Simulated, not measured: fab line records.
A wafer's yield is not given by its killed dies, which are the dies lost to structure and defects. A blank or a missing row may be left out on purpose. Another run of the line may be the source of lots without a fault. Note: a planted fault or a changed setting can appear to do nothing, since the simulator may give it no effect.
A lot that was struck, set against a sound lot || flow sky130 || 32 steps out of a route of 708
Sound: these wafers, L325.2, L325.3, L325.4. Struck: wafers L342.2, L342.4, L342.5. The cause is named last.
For every step that has rows: the tool of each side, followed by ch and its chambers, followed by its first start. Under that, the readings that differ: sound wafers || struck wafers || difference of the means || sigmas: that difference in standard deviations of wafers without a fault.
alike: same words and numbers on both sides, and readings whose means sit less than 2 such deviations apart. not compared: any withheld reading, any reading some wafer has no value for, any bound like >300 that may hide the same value, and any number with overlapping values for which the record gives no deviation.
Wherever a step has rows on one side only, a row that says differs or no value, or a row with sigmas, the two part there. Numbers that don't overlap but have no deviation are shown without sigmas and don't part them. A reading that every wafer of one side lacks parts them only if that side has two wafers or more.

SKY_FIELD_ISO_BOW_MEAS_00:
  struck on filmMetro-02, day 4 23:01; sound on filmMetro-02, day 1 10:01
  alike: INCOMING_BOW
SKY_FIELD_ISO_OXIDATION_01: stabilise 600 s, purge 300 s, target thk 12 nm.
  sound on furnace-01 ch 0, day 1 11:34; struck on furnace-01 ch 0, day 5 05:17
{"reading": "model.SiO2_of_FIELD_ISO_OXIDATION_01.thkNm (nm)", "sound": "12.29 11.99 12.24", "struck": "10.63 10.23 10.57", "difference": -1.70, "sigmas": ""}
  alike: zonePowerBottomPct
SKY_FIELD_ISO_THK_MEAS_02:
  struck on filmMetro-03, day 5 06:49; sound on filmMetro-02, day 1 13:05
{"reading": "FIELD_ISO_OXIDATION_00_THK (nm)", "sound": "12.27 11.96 12.24", "struck": "10.67 10.24 10.53", "difference": -1.68, "sigmas": -7}
then, 1 step without rows for these wafers: SKY_FIELD_ISO_CVD_03 (deposits Si3N4 from DCS/NH3, target thk 165 nm, time 2830 s).
SKY_FIELD_ISO_THK_MEAS_04:
  struck on filmMetro-03, day 5 08:39; sound on filmMetro-02, day 1 15:07
  alike: FIELD_ISO_CVD_03_THK
then, 8 steps without rows for these wafers: SKY_FIELD_ISO_DEHYDRATE_05 (time 60 s); SKY_FIELD_ISO_HMDS_06 (prime time 60 s); SKY_FIELD_ISO_COAT_07 (resist thk 60 nm); SKY_FIELD_ISO_COAT_08 (resist thk 450 nm); SKY_FIELD_ISO_SOFTBAKE_09 (time 90 s); SKY_FIELD_ISO_EXPOSE_10 (exposes mask FOM, target cd 150 nm); SKY_FIELD_ISO_PEB_11; SKY_FIELD_ISO_DEVELOP_12 (develop time 60 s).
SKY_FIELD_ISO_CD_MEAS_13 targets a cd of 150 nm.
  struck on cdSem-01, day 6 02:07; sound on cdSem-02, day 2 05:19
{"reading": "cdNm (nm)", "sound": "148.5 148.7 147.3", "struck": "151.1 150.3 151.9", "difference": "+2.9", "sigmas": "+2"}
SKY_FIELD_ISO_ETCH_14: etches BARC in N2/H2, stops on SiO2, time 45.9 s, target depth 60 nm.
  sound on rieDiel-04 ch 0,1,3, day 2 05:25; struck on rieDiel-03 ch 1,2,3, day 6 02:13
  alike: drypumpMotorCurrentA, h2FlowSccm, oesProductAu, throttleValvePct
  not compared: rfHoursCounterH
SKY_FIELD_ISO_ETCH_15: etches the open film in CHF3/O2, stops on Si, target depth 180 nm, time 72 s.
  sound on rieDiel-04 ch 0,1,3, day 2 05:28; struck on rieDiel-03 ch 1,2,3, day 6 02:16
  alike: drypumpMotorCurrentA, oesProductAu, throttleValvePct
  not compared: rfHoursCounterH
SKY_FIELD_ISO_STRIP_16: strips in O2/N2.
  sound on plasmaAsher-03 ch 0,1, day 2 05:31; struck on plasmaAsher-03 ch 0, day 6 02:19
  alike: drypumpMotorCurrentA, oesProductAu, stripTimeToEndpointS
  not compared: rfHoursCounterH
SKY_FIELD_ISO_ETCH_17: etches Si in HBr/Cl2/O2, target depth 342 nm, time 97.7 s.
  sound on rieSi-02 ch 1,2,3, day 2 05:37; struck on rieSi-02 ch 0,2, day 6 02:25
  alike: drypumpMotorCurrentA, oesProductAu, throttleValvePct
  not compared: rfHoursCounterH
then, 5 steps without rows for these wafers: SKY_FIELD_ISO_WET_ETCH_18 (etches Si3N4 in H3PO4, target depth 25 nm, time 286 s); SKY_FIELD_ISO_CLEAN_19 (cleans in SC1/SC2, time 150 s); SKY_FIELD_ISO_CLEAN_20 (cleans in dHF, time 20 s); SKY_FIELD_ISO_WET_ETCH_21 (etches SiO2 in dHF, target depth 20 nm, time 400 s); SKY_FIELD_ISO_OXIDATION_22 (stabilise 600 s, purge 300 s, target thk 10 nm).
SKY_FIELD_ISO_THK_MEAS_23:
  struck on filmMetro-02, day 6 05:20; sound on filmMetro-03, day 2 07:08
  alike: FIELD_ISO_OXIDATION_01_THK
then, 1 step without rows for these wafers: SKY_FIELD_ISO_CVD_24 (deposits SiO2, target thk 595 nm, time 99.2 s).
SKY_FIELD_ISO_THK_MEAS_25:
  struck on filmMetro-02, day 6 05:28; sound on filmMetro-01, day 2 07:16
  alike: FIELD_ISO_CVD_24_THK
then, 1 step without rows for these wafers: SKY_FIELD_ISO_ANNEAL_26 (time 1800 s).
SKY_FIELD_ISO_CMP_27: polishes, stops on Si3N4, t overpolish 16 s, target thk 457.8 nm.
  sound on cmp-01 ch 1,2,3, day 2 09:59; struck on cmp-02 ch 0,1,3, day 6 07:43
  alike: motorCurrentA
then, 1 step without rows for these wafers: SKY_FIELD_ISO_WET_ETCH_28 (etches SiO2 in dHF, target depth 23.7 nm, time 47 s).
SKY_FIELD_ISO_WET_ETCH_29: etches Si3N4 in H3PO4, target depth 160 nm, time 1825 s.
  sound on wetBench-01 ch 0, day 2 10:18; struck on wetBench-03 ch 2, day 6 07:56
{"reading": "model.SiO2_of_FIELD_ISO_OXIDATION_01.thkNm (nm)", "sound": "11.97 11.68 11.93", "struck": "10.32 9.91 10.25", "difference": -1.70, "sigmas": ""}
  alike: bathGuardTempC
then, 1 step without rows for these wafers: SKY_FIELD_ISO_WET_ETCH_30 (etches SiO2 in dHF, target depth 25 nm, time 50 s).
-- here the record skips 44 days between the struck wafers' starts before and after, leaving off in module FIELD_ISO and picking up in module PAD_OPEN (first step shown: number 708 of the route) --
SKY_PAD_OPEN_PROBE_99:
  struck on prober-02, day 50 05:52; sound on prober-01, day 46 00:58
  alike: killed_at_M0_to_M3, killed_at_M4_up, killedAtContacts, killedAtFrontEnd, killedAtOther, killedDies, killedOnRim, killedOpen, killedShort

WHERE THEY PART
First at SKY_FIELD_ISO_THK_MEAS_02; last, within this record, at SKY_FIELD_ISO_CD_MEAS_13. Later steps at which nothing parts them and some readings are alike: SKY_FIELD_ISO_ETCH_14, SKY_FIELD_ISO_ETCH_15, SKY_FIELD_ISO_STRIP_16, SKY_FIELD_ISO_ETCH_17, SKY_FIELD_ISO_THK_MEAS_23, SKY_FIELD_ISO_THK_MEAS_25, SKY_FIELD_ISO_CMP_27, SKY_FIELD_ISO_WET_ETCH_29, SKY_PAD_OPEN_PROBE_99.

WHY: what the simulator had put in
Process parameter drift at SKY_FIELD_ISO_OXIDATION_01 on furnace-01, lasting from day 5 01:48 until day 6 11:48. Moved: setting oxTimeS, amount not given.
